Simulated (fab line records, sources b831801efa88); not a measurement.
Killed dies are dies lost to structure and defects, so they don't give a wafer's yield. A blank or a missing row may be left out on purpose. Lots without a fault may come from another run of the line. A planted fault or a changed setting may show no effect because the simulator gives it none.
Chamber matching | flow gf180mcu | GF_V2_CMP_26 on cmp-02: 4 sister chambers
The step polishes, stops on SiO2, t overpolish 15 s, target thk 0 nm. 4 wafers are shown with their chamber, then 7 later ones without.

WAFERS WITH THEIR CHAMBER
wafer  | chamber | motor_current_A (A)
L242.2 | 2       | 12.1
L253.3 | 3       | 10.6
L255.1 | 1       | 10.6
L255.2 | 0       | 10.6

WAFERS WITHOUT THEIR CHAMBER
wafer  | motor_current_A (A)
L255.3 | 13.2
L256.3 | 13.1
L256.4 | 10.8
L256.6 | 10.8
L257.2 | 10.3
L257.4 | 10.9
L257.6 | 13.8

WHICH CHAMBER EACH WENT THROUGH
wafer  | from the rows above               | in truth
L255.3 | can't be placed: 2 or 0 or 1 or 3 | 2
L256.3 | can't be placed: 2 or 0 or 1 or 3 | 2
L256.4 | can't be placed: 0 or 1 or 3 or 2 | 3
L256.6 | can't be placed: 0 or 1 or 3 or 2 | 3
L257.2 | can't be placed: 0 or 1 or 3 or 2 | 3
L257.4 | can't be placed: 0 or 1 or 3 or 2 | 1
L257.6 | can't be placed: 2 or 0 or 1 or 3 | 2
Placed correctly: 0 of 7. Can't be placed from these rows: 7 (the true chamber is among the candidates in 7). Placed wrongly: 0.
How it was worked out, from the rows above alone: a wafer's distance from a chamber is the root of the sum, over the readings, of the square of ((its reading less the chamber's mean) divided by the reading's scatter). The wafer belongs to the nearest chamber; if the next one is less than 2 further off, it can't be placed. A chamber's mean is the mean of its shown wafers. The scatter: with one shown wafer a chamber, the root of the mean of the squares of how far each hidden wafer lies from its nearest shown one.
